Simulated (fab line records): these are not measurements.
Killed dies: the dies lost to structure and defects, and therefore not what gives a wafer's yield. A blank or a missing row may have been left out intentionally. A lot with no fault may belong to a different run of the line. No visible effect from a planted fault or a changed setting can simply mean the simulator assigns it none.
The same fault as seen by 2 desks | flow sky130 | each desk has only its own numbers; what lay behind them comes last

FOR THE TOOL OWNER'S DESK: pvdSputter-03
The tool's own readings at SKY_METAL4_SPUTTER_00 (material Ti, target thk 15 nm, time 10 s): means of the sampled wafers that have a number, for each lot that ran on this tool. Any lot whose mean is over 4 standard deviations away from the usual mean is out of limits and marked OUT; that distance is given in the brackets.
Columns: A = throttleValvePct at SKY_METAL4_SPUTTER_00, usual 30.0 %
lot  | first seen here | A
L843 | day 41 15:30    | 30.6
L852 | day 44 04:08    | 30.4
L854 | day 44 09:48    | 31.6
L855 | day 44 14:09    | 31.1
This desk's finding: nothing out of limits on any of the 4 lots.

METROLOGY DESK
Means of the sampled wafers that have a number, per lot and without regard to the tool the lot ran on: this is what the gauges read. Any lot whose mean is over 4 standard deviations away from the usual mean is out of limits and marked OUT; that distance is given in the brackets.
Columns: A = VIA3_OVL at SKY_VIA3_OVL_MEAS_13, usual -4 nm; B = VIA3_W_RS at SKY_VIA3_RS_MEAS_22, usual 0.294 ohm/sq; C = VIA3_W_THK at SKY_VIA3_THK_MEAS_23, usual 396 nm
lot  | first seen here | A  | B     | C
L843 | day 41 14:02    | -8 | 0.295 | 398
L847 | day 42 18:44    | -6 | 0.294 | 400
L852 | day 44 02:22    | -8 | 0.293 | 392
L854 | day 44 08:25    | -6 | 0.289 | 399
L855 | day 44 12:34    | -7 | 0.290 | 394
L859 | day 45 11:43    | -3 | 0.298 | 391
L862 | day 46 07:10    | -9 | 0.298 | 392
This desk's finding: nothing out of limits on any of the 7 lots.

BROUGHT TOGETHER
The desk of the tool owner found nothing out of limits.
The metrology desk saw nothing out of limits.

WHAT THE SIMULATOR HAD INSERTED
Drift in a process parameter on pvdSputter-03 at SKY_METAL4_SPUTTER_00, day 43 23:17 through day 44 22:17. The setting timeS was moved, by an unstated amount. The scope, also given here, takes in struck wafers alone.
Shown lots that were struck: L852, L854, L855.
